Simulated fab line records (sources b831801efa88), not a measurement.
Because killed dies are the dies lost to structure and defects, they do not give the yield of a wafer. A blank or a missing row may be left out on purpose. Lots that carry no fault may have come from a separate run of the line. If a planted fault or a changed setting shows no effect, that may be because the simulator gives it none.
Code-filled problem report in 8D (eight disciplines) form || flow gf180mcu || the parts of the form that need people (team, actions taken, sign-off) are left out

== 1. WHAT WENT WRONG ==
Wafers without a fault read 0.716 a.u. with a standard deviation of 0.0045, while oes product au at GF_DUAL_GATE_STRIP_13 averages 0.849 a.u. across 3 wafers of 1 lot. That puts it +30 standard deviations away from the usual mean.
The step: strips in O2/N2.
Earliest sighting: wafer L925.1 on plasma asher-04 at day 11 06:13. At this step, 39 wafers from 13 lots have a number in the record. Rule for "out" (also "out of limits"): further than 4 standard deviations from the usual mean. All remaining wafers that have a number are taken as sound.

== 2. WHAT IT IS, WHAT IT ISN'T ==
{"question": "which readings at this step", "is": "oes product au", "is not": "drypump motor current A, heater power w"}
{"question": "which lots", "is": "L925", "is not": "L916, L917, L919, L920, L921, L922, L923, L924, L934, L935, L937, L938"}
{"question": "which wafers of those lots", "is": "all that have a number", "is not": "-"}
{"question": "read on which tools", "is": "plasma asher-04", "is not": "plasma asher-02, plasma asher-03"}
{"question": "when", "is": "from day 11 06:13", "is not": "up to then (24 sound wafers); but 12 sound wafers of L934, L935, L937, L938 came after"}

== 3. WHAT RULES OUT EACH SUSPECT ==
Counting: a tool stays on the suspect list if, at a process step up to the reading, it processed all lots that are out and no sound lot following the first of them.
- plasma asher-04 at GF_DUAL_GATE_STRIP_13 (strips in O2/N2): ruled out as a lasting fault. Following L925 (day 11 06:13), the first lot on it that is out, the sound lots L934, L935, L937 were run on it.
Left after counting: nothing in the record.

== 4. THE CAUSE (what the simulator had put in) ==
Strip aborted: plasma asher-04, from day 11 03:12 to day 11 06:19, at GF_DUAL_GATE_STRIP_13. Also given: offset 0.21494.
Counting ruled it out, wrongly.

== 5. THE EFFECT CHAIN, in route order ==
Each row: a reading where the mean over the struck wafers with a number is more than 3 standard deviations away from the usual. Only readings whose record carries a usual standard deviation are examined. hours: median over the lots of the time between each lot's start at the first step of this table that gives one and its start at this step. sigmas: the change, counted in usual standard deviations.
{"hours": 0, "step": "GF_DUAL_GATE_STRIP_13", "reading": "oes product au", "usual": "0.716 a.u.", "on struck wafers": 0.849, "change": "+0.133", "sigmas": "+30"}
Process steps it contains:
- GF_DUAL_GATE_STRIP_13: strips in O2/N2.
Readings that are blank on the struck wafers while sound wafers have them: strip time to endpoint s at GF_DUAL_GATE_STRIP_13.
At these later measuring or inspecting steps, every struck wafer for which the step has a row has a number for every such reading, and none has moved that far: GF_POLY_GATE_OVL_MEAS_11.

== 6. WHAT WOULD HAVE CAUGHT IT SOONER ==
3 hours passed between the start of the fault at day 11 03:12 and the first reading out of limits in this record, taken at day 11 06:13.
